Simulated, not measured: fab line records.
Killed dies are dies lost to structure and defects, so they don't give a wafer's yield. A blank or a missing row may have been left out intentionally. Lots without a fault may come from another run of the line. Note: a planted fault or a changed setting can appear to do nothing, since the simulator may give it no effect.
fab line records || flow sky130
record {"lots": 6, "wafers": 18, "last_day": 50}
route steps=708 shown SONOS_TUNNEL@166 SONOS_ONO@168
lots that met no fault: taken from a fault-free run of the same line
start_h: hours from the record's opening day to when the first of the lot's shown wafers began || wait_h: hours since the lot's step before || " same as the row above || L1.1+2: a row that stands for several wafers || - no value, or no start was given || * or withheld: withheld || < > ~ a bound
route shown NAME@n: a module of which the file shows steps, and the number in the route of the first || usual: the fault-free wafers' mean and standard deviation || same: alike in all rows || chamber/n: place in a boat || sites: the reading at each site || _std_site: the values' standard deviation || _edge_site: the outer-site mean with the inner-site mean subtracted || radius_mm: for every site, how far away it sits from the centre of the wafer || mask NAME#n: copy n || behind: the most recent tool/chamber to have shaped the wafer || hold: why the lot was held/for how many hours/how that ended || device: the n, p or np transistor that did not switch || end of line: at the end of the route, the tests of the same wafers || a step given without rows: its recipe and nothing more || killed: count of dies lost to structure and defects at first sort (not the wafer's yield) || map: dies across one wafer; x = killed, . = not, _ = none there
set.NAME: the setting as run; set.NAME@STEP: as run at that earlier step || model.NAME: the simulator's own value behind a step, which no gauge read
lots at selected steps of the route; one table per step, one row per wafer
services: when a tool's chamber went out of use (start_h, in hours from the record's first day, below 0 if earlier), for how many hours, and the reason
## steps
# step SKY_SONOS_TUNNEL_TW_MEAS_12
# usual {"SONOS_TUNNEL_TW": "197.7/2.5"}
{"lot.wafer": "L108.1", "tool": "film_metro-04", "chamber": "-", "start_h": 258.22, "wait_h": 0.0, "SONOS_TUNNEL_TW": 200.1}
{"lot.wafer": "L108.4", "tool": "film_metro-04", "chamber": "-", "start_h": 258.22, "wait_h": 0.0, "SONOS_TUNNEL_TW": 200.5}
{"lot.wafer": "L108.5", "tool": "film_metro-04", "chamber": "-", "start_h": 258.22, "wait_h": 0.0, "SONOS_TUNNEL_TW": 199.7}
{"lot.wafer": "L117.1", "tool": "film_metro-04", "chamber": "-", "start_h": 339.25, "wait_h": 0.0, "SONOS_TUNNEL_TW": 201.0}
{"lot.wafer": "L117.2", "tool": "film_metro-04", "chamber": "-", "start_h": 339.25, "wait_h": 0.0, "SONOS_TUNNEL_TW": 200.3}
{"lot.wafer": "L117.6", "tool": "film_metro-04", "chamber": "-", "start_h": 339.25, "wait_h": 0.0, "SONOS_TUNNEL_TW": 201.6}
{"lot.wafer": "L118.2", "tool": "film_metro-03", "chamber": "-", "start_h": 343.74, "wait_h": 0.0, "SONOS_TUNNEL_TW": 198.6}
{"lot.wafer": "L118.5", "tool": "film_metro-03", "chamber": "-", "start_h": 343.74, "wait_h": 0.0, "SONOS_TUNNEL_TW": 197.9}
{"lot.wafer": "L118.6", "tool": "film_metro-03", "chamber": "-", "start_h": 343.74, "wait_h": 0.0, "SONOS_TUNNEL_TW": 198.8}
{"lot.wafer": "L126.3", "tool": "film_metro-02", "chamber": "-", "start_h": 399.27, "wait_h": 0.0, "SONOS_TUNNEL_TW": 195.4}
{"lot.wafer": "L126.5", "tool": "film_metro-02", "chamber": "-", "start_h": 399.27, "wait_h": 0.0, "SONOS_TUNNEL_TW": 196.0}
{"lot.wafer": "L126.6", "tool": "film_metro-02", "chamber": "-", "start_h": 399.27, "wait_h": 0.0, "SONOS_TUNNEL_TW": 194.6}
{"lot.wafer": "L127.3", "tool": "film_metro-02", "chamber": "-", "start_h": 404.25, "wait_h": 0.0, "SONOS_TUNNEL_TW": 194.5}
{"lot.wafer": "L127.5", "tool": "film_metro-02", "chamber": "-", "start_h": 404.25, "wait_h": 0.0, "SONOS_TUNNEL_TW": 194.7}
{"lot.wafer": "L127.6", "tool": "film_metro-02", "chamber": "-", "start_h": 404.25, "wait_h": 0.0, "SONOS_TUNNEL_TW": 196.2}
{"lot.wafer": "L129.1", "tool": "film_metro-04", "chamber": "-", "start_h": 426.89, "wait_h": 0.0, "SONOS_TUNNEL_TW": 199.1}
{"lot.wafer": "L129.3", "tool": "film_metro-04", "chamber": "-", "start_h": 426.89, "wait_h": 0.0, "SONOS_TUNNEL_TW": 199.6}
{"lot.wafer": "L129.5", "tool": "film_metro-04", "chamber": "-", "start_h": 426.89, "wait_h": 0.0, "SONOS_TUNNEL_TW": 198.9}
# step SKY_SONOS_TUNNEL_CLEAN_13
# recipe {"chemistry": "dHF", "time_s": 20, "dilution": "100:1", "dry": "ipa_marangoni"}
# step SKY_SONOS_ONO_OXIDATION_00
# recipe {"temp_c": 800, "ambient": "O2", "idle_temp_c": 700, "ramp_up_c_per_min": 10, "ramp_down_c_per_min": 3, "stabilise_s": 600, "purge_s": 300, "target_thk_a": 26, "ox_time_s": 1249}
# step SKY_SONOS_ONO_THK_MEAS_01
# recipe {"reads": "SiO2_of_SONOS_ONO_OXIDATION_00"}
# usual {"SONOS_ONO_OXIDATION_THK": "2.58/0.06"}
{"lot.wafer": "L108.1", "tool": "film_metro-03", "chamber": "-", "start_h": 261.44, "wait_h": 0.0, "SONOS_ONO_OXIDATION_THK[nm]": 2.52}
{"lot.wafer": "L108.4", "tool": "film_metro-03", "chamber": "-", "start_h": 261.44, "wait_h": 0.0, "SONOS_ONO_OXIDATION_THK[nm]": 2.51}
{"lot.wafer": "L108.5", "tool": "film_metro-03", "chamber": "-", "start_h": 261.44, "wait_h": 0.0, "SONOS_ONO_OXIDATION_THK[nm]": 2.50}
{"lot.wafer": "L117.1", "tool": "film_metro-04", "chamber": "-", "start_h": 340.68, "wait_h": 0.0, "SONOS_ONO_OXIDATION_THK[nm]": 2.58}
{"lot.wafer": "L117.2", "tool": "film_metro-04", "chamber": "-", "start_h": 340.68, "wait_h": 0.0, "SONOS_ONO_OXIDATION_THK[nm]": 2.56}
{"lot.wafer": "L117.6", "tool": "film_metro-04", "chamber": "-", "start_h": 340.68, "wait_h": 0.0, "SONOS_ONO_OXIDATION_THK[nm]": 2.62}
{"lot.wafer": "L118.2", "tool": "film_metro-04", "chamber": "-", "start_h": 345.17, "wait_h": 0.0, "SONOS_ONO_OXIDATION_THK[nm]": 2.58}
{"lot.wafer": "L118.5", "tool": "film_metro-04", "chamber": "-", "start_h": 345.17, "wait_h": 0.0, "SONOS_ONO_OXIDATION_THK[nm]": 2.62}
{"lot.wafer": "L118.6", "tool": "film_metro-04", "chamber": "-", "start_h": 345.17, "wait_h": 0.0, "SONOS_ONO_OXIDATION_THK[nm]": 2.63}
{"lot.wafer": "L126.3", "tool": "film_metro-03", "chamber": "-", "start_h": 400.71, "wait_h": 0.0, "SONOS_ONO_OXIDATION_THK[nm]": 2.58}
{"lot.wafer": "L126.5", "tool": "film_metro-03", "chamber": "-", "start_h": 400.71, "wait_h": 0.0, "SONOS_ONO_OXIDATION_THK[nm]": 2.54}
{"lot.wafer": "L126.6", "tool": "film_metro-03", "chamber": "-", "start_h": 400.71, "wait_h": 0.0, "SONOS_ONO_OXIDATION_THK[nm]": 2.54}
{"lot.wafer": "L127.3", "tool": "film_metro-03", "chamber": "-", "start_h": 405.67, "wait_h": 0.0, "SONOS_ONO_OXIDATION_THK[nm]": 2.58}
{"lot.wafer": "L127.5", "tool": "film_metro-03", "chamber": "-", "start_h": 405.67, "wait_h": 0.0, "SONOS_ONO_OXIDATION_THK[nm]": 2.62}
{"lot.wafer": "L127.6", "tool": "film_metro-03", "chamber": "-", "start_h": 405.67, "wait_h": 0.0, "SONOS_ONO_OXIDATION_THK[nm]": 2.63}
{"lot.wafer": "L129.1", "tool": "film_metro-03", "chamber": "-", "start_h": 429.84, "wait_h": 0.0, "SONOS_ONO_OXIDATION_THK[nm]": 2.59}
{"lot.wafer": "L129.3", "tool": "film_metro-03", "chamber": "-", "start_h": 429.84, "wait_h": 0.0, "SONOS_ONO_OXIDATION_THK[nm]": 2.57}
{"lot.wafer": "L129.5", "tool": "film_metro-03", "chamber": "-", "start_h": 429.84, "wait_h": 0.0, "SONOS_ONO_OXIDATION_THK[nm]": 2.50}
# step SKY_SONOS_ONO_CVD_02
# recipe {"material": "Si3N4", "precursor": "DCS/NH3", "target_thk_nm": 10.5, "temp_c": 770, "time_s": 180, "pressure_mtorr": 250}
# step SKY_SONOS_ONO_THK_MEAS_03
# recipe {"reads": "Si3N4_of_SONOS_ONO_CVD_02"}
# usual {"SONOS_ONO_CVD_02_THK": "10.42/0.15"}
{"lot.wafer": "L108.1", "tool": "film_metro-03", "chamber": "-", "start_h": 262.55, "wait_h": 0.0, "SONOS_ONO_CVD_02_THK[nm]": 10.05}
{"lot.wafer": "L108.4", "tool": "film_metro-03", "chamber": "-", "start_h": 262.55, "wait_h": 0.0, "SONOS_ONO_CVD_02_THK[nm]": 10.25}
{"lot.wafer": "L108.5", "tool": "film_metro-03", "chamber": "-", "start_h": 262.55, "wait_h": 0.0, "SONOS_ONO_CVD_02_THK[nm]": 10.33}
{"lot.wafer": "L117.1", "tool": "film_metro-04", "chamber": "-", "start_h": 341.79, "wait_h": 0.0, "SONOS_ONO_CVD_02_THK[nm]": 10.34}
{"lot.wafer": "L117.2", "tool": "film_metro-04", "chamber": "-", "start_h": 341.79, "wait_h": 0.0, "SONOS_ONO_CVD_02_THK[nm]": 10.34}
{"lot.wafer": "L117.6", "tool": "film_metro-04", "chamber": "-", "start_h": 341.79, "wait_h": 0.0, "SONOS_ONO_CVD_02_THK[nm]": 10.46}
{"lot.wafer": "L118.2", "tool": "film_metro-03", "chamber": "-", "start_h": 347.73, "wait_h": 0.0, "SONOS_ONO_CVD_02_THK[nm]": 10.64}
{"lot.wafer": "L118.5", "tool": "film_metro-03", "chamber": "-", "start_h": 347.73, "wait_h": 0.0, "SONOS_ONO_CVD_02_THK[nm]": 10.56}
{"lot.wafer": "L118.6", "tool": "film_metro-03", "chamber": "-", "start_h": 347.73, "wait_h": 0.0, "SONOS_ONO_CVD_02_THK[nm]": 10.60}
{"lot.wafer": "L126.3", "tool": "film_metro-03", "chamber": "-", "start_h": 402.52, "wait_h": 0.0, "SONOS_ONO_CVD_02_THK[nm]": 10.46}
{"lot.wafer": "L126.5", "tool": "film_metro-03", "chamber": "-", "start_h": 402.52, "wait_h": 0.0, "SONOS_ONO_CVD_02_THK[nm]": 10.54}
{"lot.wafer": "L126.6", "tool": "film_metro-03", "chamber": "-", "start_h": 402.52, "wait_h": 0.0, "SONOS_ONO_CVD_02_THK[nm]": 10.31}
{"lot.wafer": "L127.3", "tool": "film_metro-03", "chamber": "-", "start_h": 406.78, "wait_h": 0.0, "SONOS_ONO_CVD_02_THK[nm]": 10.48}
{"lot.wafer": "L127.5", "tool": "film_metro-03", "chamber": "-", "start_h": 406.78, "wait_h": 0.0, "SONOS_ONO_CVD_02_THK[nm]": 10.49}
{"lot.wafer": "L127.6", "tool": "film_metro-03", "chamber": "-", "start_h": 406.78, "wait_h": 0.0, "SONOS_ONO_CVD_02_THK[nm]": 10.28}
{"lot.wafer": "L129.1", "tool": "film_metro-01", "chamber": "-", "start_h": 431.18, "wait_h": 0.0, "SONOS_ONO_CVD_02_THK[nm]": 10.39}
{"lot.wafer": "L129.3", "tool": "film_metro-01", "chamber": "-", "start_h": 431.18, "wait_h": 0.0, "SONOS_ONO_CVD_02_THK[nm]": 10.46}
{"lot.wafer": "L129.5", "tool": "film_metro-01", "chamber": "-", "start_h": 431.18, "wait_h": 0.0, "SONOS_ONO_CVD_02_THK[nm]": 10.40}
# step SKY_SONOS_ONO_CVD_04
# recipe {"material": "SiO2", "precursor": "SiH4/N2O", "target_thk_nm": 5.7199, "temp_c": 900, "pressure_mtorr": 400}
# step SKY_SONOS_ONO_THK_MEAS_05
# recipe {"reads": "SiO2_of_SONOS_ONO_CVD_04"}
# usual {"SONOS_ONO_CVD_04_THK": "5.66/0.11"}
{"lot.wafer": "L108.1", "tool": "film_metro-01", "chamber": "-", "start_h": 264.56, "wait_h": 0.0, "SONOS_ONO_CVD_04_THK[nm]": 5.65}
{"lot.wafer": "L108.4", "tool": "film_metro-01", "chamber": "-", "start_h": 264.56, "wait_h": 0.0, "SONOS_ONO_CVD_04_THK[nm]": 5.59}
{"lot.wafer": "L108.5", "tool": "film_metro-01", "chamber": "-", "start_h": 264.56, "wait_h": 0.0, "SONOS_ONO_CVD_04_THK[nm]": 5.61}
{"lot.wafer": "L117.1", "tool": "film_metro-03", "chamber": "-", "start_h": 343.10, "wait_h": 0.0, "SONOS_ONO_CVD_04_THK[nm]": 5.80}
{"lot.wafer": "L117.2", "tool": "film_metro-03", "chamber": "-", "start_h": 343.10, "wait_h": 0.0, "SONOS_ONO_CVD_04_THK[nm]": 5.84}
{"lot.wafer": "L117.6", "tool": "film_metro-03", "chamber": "-", "start_h": 343.10, "wait_h": 0.0, "SONOS_ONO_CVD_04_THK[nm]": 5.85}
{"lot.wafer": "L118.2", "tool": "film_metro-01", "chamber": "-", "start_h": 349.04, "wait_h": 0.0, "SONOS_ONO_CVD_04_THK[nm]": 5.87}
{"lot.wafer": "L118.5", "tool": "film_metro-01", "chamber": "-", "start_h": 349.04, "wait_h": 0.0, "SONOS_ONO_CVD_04_THK[nm]": 5.85}
{"lot.wafer": "L118.6", "tool": "film_metro-01", "chamber": "-", "start_h": 349.04, "wait_h": 0.0, "SONOS_ONO_CVD_04_THK[nm]": 5.81}
{"lot.wafer": "L126.3", "tool": "film_metro-04", "chamber": "-", "start_h": 403.83, "wait_h": 0.0, "SONOS_ONO_CVD_04_THK[nm]": 5.83}
{"lot.wafer": "L126.5", "tool": "film_metro-04", "chamber": "-", "start_h": 403.83, "wait_h": 0.0, "SONOS_ONO_CVD_04_THK[nm]": 5.86}
{"lot.wafer": "L126.6", "tool": "film_metro-04", "chamber": "-", "start_h": 403.83, "wait_h": 0.0, "SONOS_ONO_CVD_04_THK[nm]": 5.80}
{"lot.wafer": "L127.3", "tool": "film_metro-01", "chamber": "-", "start_h": 408.09, "wait_h": 0.0, "SONOS_ONO_CVD_04_THK[nm]": 5.64}
{"lot.wafer": "L127.5", "tool": "film_metro-01", "chamber": "-", "start_h": 408.09, "wait_h": 0.0, "SONOS_ONO_CVD_04_THK[nm]": 5.61}
{"lot.wafer": "L127.6", "tool": "film_metro-01", "chamber": "-", "start_h": 408.09, "wait_h": 0.0, "SONOS_ONO_CVD_04_THK[nm]": 5.72}
{"lot.wafer": "L129.1", "tool": "film_metro-01", "chamber": "-", "start_h": 432.49, "wait_h": 0.0, "SONOS_ONO_CVD_04_THK[nm]": 5.73}
{"lot.wafer": "L129.3", "tool": "film_metro-01", "chamber": "-", "start_h": 432.49, "wait_h": 0.0, "SONOS_ONO_CVD_04_THK[nm]": 5.82}
{"lot.wafer": "L129.5", "tool": "film_metro-01", "chamber": "-", "start_h": 432.49, "wait_h": 0.0, "SONOS_ONO_CVD_04_THK[nm]": 5.87}
# step SKY_SONOS_ONO_DEHYDRATE_06
# recipe {"temp_c": 200, "time_s": 60}
# step SKY_SONOS_ONO_HMDS_07
# recipe {"prime_time_s": 60, "prime_temp_c": 120}
# step SKY_SONOS_ONO_COAT_08
# recipe {"resist": "NOVOLAK", "spin_rpm": 3000, "resist_thk_nm": 1140}
# step SKY_SONOS_ONO_SOFTBAKE_09
# recipe {"temp_c": 90, "time_s": 60, "resist": "NOVOLAK"}
# step SKY_SONOS_ONO_EXPOSE_10
# recipe {"mask_id": "ONOM", "target_cd_nm": 410, "na": 0.6, "source_shape": "conventional", "sigma_outer": 0.6, "dose_mj": 150}
# usual {"exposure_dose_mJ_cm2": "149.92/0.16", "focus_offset_nm": "0.1/0.56"}
{"lot.wafer": "L108.1", "tool": "iline_stepper-02", "chamber": 0, "start_h": 277.30, "wait_h": "-", "mask": "ONOM#0", "exposure_dose_mJ_cm2": 149.78, "focus_offset_nm": -0.2}
{"lot.wafer": "L108.4", "tool": "iline_stepper-02", "chamber": 0, "start_h": 277.30, "wait_h": "-", "mask": "ONOM#0", "exposure_dose_mJ_cm2": 149.95, "focus_offset_nm": 0.0}
{"lot.wafer": "L108.5", "tool": "iline_stepper-02", "chamber": 0, "start_h": 277.30, "wait_h": "-", "mask": "ONOM#0", "exposure_dose_mJ_cm2": 149.93, "focus_offset_nm": 0.6}
{"lot.wafer": "L117.1", "tool": "iline_stepper-02", "chamber": "-", "start_h": 356.60, "wait_h": "-", "mask": "ONOM#0", "exposure_dose_mJ_cm2": "-", "focus_offset_nm": "-"}
{"lot.wafer": "L117.2", "tool": "iline_stepper-02", "chamber": "-", "start_h": 356.60, "wait_h": "-", "mask": "ONOM#0", "exposure_dose_mJ_cm2": "-", "focus_offset_nm": "-"}
{"lot.wafer": "L117.6", "tool": "iline_stepper-02", "chamber": "-", "start_h": 356.60, "wait_h": "-", "mask": "ONOM#0", "exposure_dose_mJ_cm2": "-", "focus_offset_nm": "-"}
{"lot.wafer": "L118.2", "tool": "iline_stepper-01", "chamber": "-", "start_h": 362.66, "wait_h": "-", "mask": "ONOM#0", "exposure_dose_mJ_cm2": "-", "focus_offset_nm": "-"}
{"lot.wafer": "L118.5", "tool": "iline_stepper-01", "chamber": "-", "start_h": 362.66, "wait_h": "-", "mask": "ONOM#0", "exposure_dose_mJ_cm2": "-", "focus_offset_nm": "-"}
{"lot.wafer": "L118.6", "tool": "iline_stepper-01", "chamber": "-", "start_h": 362.66, "wait_h": "-", "mask": "ONOM#0", "exposure_dose_mJ_cm2": "-", "focus_offset_nm": "-"}
{"lot.wafer": "L126.3", "tool": "iline_stepper-02", "chamber": 0, "start_h": 419.31, "wait_h": "-", "mask": "ONOM#0", "exposure_dose_mJ_cm2": 150.02, "focus_offset_nm": -1.3}
{"lot.wafer": "L126.5", "tool": "iline_stepper-02", "chamber": 0, "start_h": 419.31, "wait_h": "-", "mask": "ONOM#0", "exposure_dose_mJ_cm2": 149.85, "focus_offset_nm": -0.4}
{"lot.wafer": "L126.6", "tool": "iline_stepper-02", "chamber": 0, "start_h": 419.31, "wait_h": "-", "mask": "ONOM#0", "exposure_dose_mJ_cm2": 149.88, "focus_offset_nm": -0.1}
{"lot.wafer": "L127.3", "tool": "iline_stepper-01", "chamber": 0, "start_h": 423.48, "wait_h": "-", "mask": "ONOM#0", "exposure_dose_mJ_cm2": 149.92, "focus_offset_nm": -0.7}
{"lot.wafer": "L127.5", "tool": "iline_stepper-01", "chamber": 0, "start_h": 423.48, "wait_h": "-", "mask": "ONOM#0", "exposure_dose_mJ_cm2": 149.99, "focus_offset_nm": 0.4}
{"lot.wafer": "L127.6", "tool": "iline_stepper-01", "chamber": 0, "start_h": 423.48, "wait_h": "-", "mask": "ONOM#0", "exposure_dose_mJ_cm2": 150.06, "focus_offset_nm": -0.3}
{"lot.wafer": "L129.1", "tool": "iline_stepper-01", "chamber": 0, "start_h": 448.05, "wait_h": "-", "mask": "ONOM#0", "exposure_dose_mJ_cm2": 149.84, "focus_offset_nm": 0.1}
{"lot.wafer": "L129.3", "tool": "iline_stepper-01", "chamber": 0, "start_h": 448.05, "wait_h": "-", "mask": "ONOM#0", "exposure_dose_mJ_cm2": 149.95, "focus_offset_nm": 0.0}
{"lot.wafer": "L129.5", "tool": "iline_stepper-01", "chamber": 0, "start_h": 448.05, "wait_h": "-", "mask": "ONOM#0", "exposure_dose_mJ_cm2": 149.75, "focus_offset_nm": 0.4}
# step SKY_SONOS_ONO_PEB_11
# recipe {"temp_c": "withheld", "time_s": "*", "resist": "NOVOLAK"}
## services
{"tool": "iline_stepper-02", "chamber": "-", "start_h": 283.91, "hours": 1.0, "kind": "repair"}
{"tool": "iline_stepper-01", "chamber": "-", "start_h": 298.62, "hours": 13.8, "kind": "repair"}
{"tool": "iline_stepper-02", "chamber": "-", "start_h": 312.45, "hours": 1.7, "kind": "pm"}
{"tool": "iline_stepper-02", "chamber": 0, "start_h": 312.79, "hours": "-", "kind": "calibration"}
{"tool": "iline_stepper-01", "chamber": "-", "start_h": 335.69, "hours": 1.7, "kind": "pm"}
{"tool": "iline_stepper-01", "chamber": "-", "start_h": 340.03, "hours": 11.2, "kind": "repair"}
{"tool": "iline_stepper-01", "chamber": 0, "start_h": 376.46, "hours": "-", "kind": "calibration"}
{"tool": "iline_stepper-02", "chamber": "-", "start_h": 406.20, "hours": 9.3, "kind": "repair"}
## key
first_sign {"step": "SKY_SONOS_ONO_EXPOSE_10", "reading": "tool_record", "direction": "missing"}
effect none on later readings
met_at SKY_SONOS_ONO_EXPOSE_10
struck_wafers L117.1,L117.2,L117.6,L118.2,L118.5,L118.6
later_rows_left_out L117.1,L117.2,L117.6,L118.2,L118.5,L118.6
sort_left_out L117.1,L117.2,L117.6,L118.2,L118.5,L118.6
tester_left_out L117,L118
onset_between 277.30 356.60
fault {"kind": "skipped_step_whole", "tool": "iline_stepper-01,iline_stepper-02", "chamber": "-", "onset_h": 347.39, "steps": "SKY_SONOS_ONO_EXPOSE_10", "scope": "struck_lots_only"}
# tester_left_out: of these lots the tester's yield and bins aren't shown, on N5 and GAA mostly nor the transistor test; their killed dies are dies lost to structure and defects alone, not to doping, threshold or leakage, so they don't give the yield
# sort_left_out: the simulated sort isn't trusted on such a fault, so these wafers' sort isn't shown, and their yield isn't known
# later_rows_left_out: the simulator's readings of these wafers behind a module that went badly wrong aren't trusted and aren't shown, but for the sort
